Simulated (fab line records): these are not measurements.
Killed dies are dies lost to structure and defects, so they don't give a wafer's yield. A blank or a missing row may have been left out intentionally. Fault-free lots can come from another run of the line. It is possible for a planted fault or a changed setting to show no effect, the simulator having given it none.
Matching of chambers + flow gf180mcu + GF_V3_CVD_02 on pecvd-02: 3 sister chambers
The step deposits SiO2 from TEOS, target thk 850 nm, time 94.851 s. 6 wafers are shown with their chamber, then 8 later ones without.

## WAFERS WITH THEIR CHAMBER
| wafer  | chamber | heater-power-w (W) |
|--------|---------|--------------------|
| L077.5 | 1       | 601                |
| L082.1 | 1       | 763                |
| L088.1 | 2       | 803                |
| L088.3 | 0       | 692                |
| L088.5 | 0       | 742                |
| L089.2 | 2       | 665                |

## WAFERS MISSING THEIR CHAMBER
| wafer  | heater-power-w (W) |
|--------|--------------------|
| L089.4 | 744                |
| L089.5 | 718                |
| L095.1 | 611                |
| L095.3 | 683                |
| L095.6 | 686                |
| L096.2 | 675                |
| L096.3 | 676                |
| L096.6 | 747                |

## THE CHAMBER EACH PASSED THROUGH
| wafer  | from the rows above          | in truth |
|--------|------------------------------|----------|
| L089.4 | can't be placed: 2 or 0 or 1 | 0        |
| L089.5 | can't be placed: 0 or 2 or 1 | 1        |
| L095.1 | can't be placed: 1 or 0 or 2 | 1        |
| L095.3 | can't be placed: 1 or 0 or 2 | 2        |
| L095.6 | can't be placed: 1 or 0 or 2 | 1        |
| L096.2 | can't be placed: 1 or 0 or 2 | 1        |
| L096.3 | can't be placed: 1 or 0 or 2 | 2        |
| L096.6 | can't be placed: 2 or 0 or 1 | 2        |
Correctly placed: 0 of 8. From these rows, 8 cannot be placed; in 8 the true chamber is one of the candidates. Number placed wrongly: 0.
How it was worked out, from the rows above alone: a wafer's distance from a chamber is the root of the sum, over the readings, of the square of ((its reading less the chamber's mean) divided by the reading's scatter). If the next closest chamber is less than 2 further off than the closest, the wafer can't be placed; otherwise it belongs to the closest. The mean given for a chamber averages the wafers shown for that chamber. How the scatter is found: for the shown wafers, subtract from each reading the mean of its chamber, square and add these, divide the total by (wafers less chambers), then take the root.
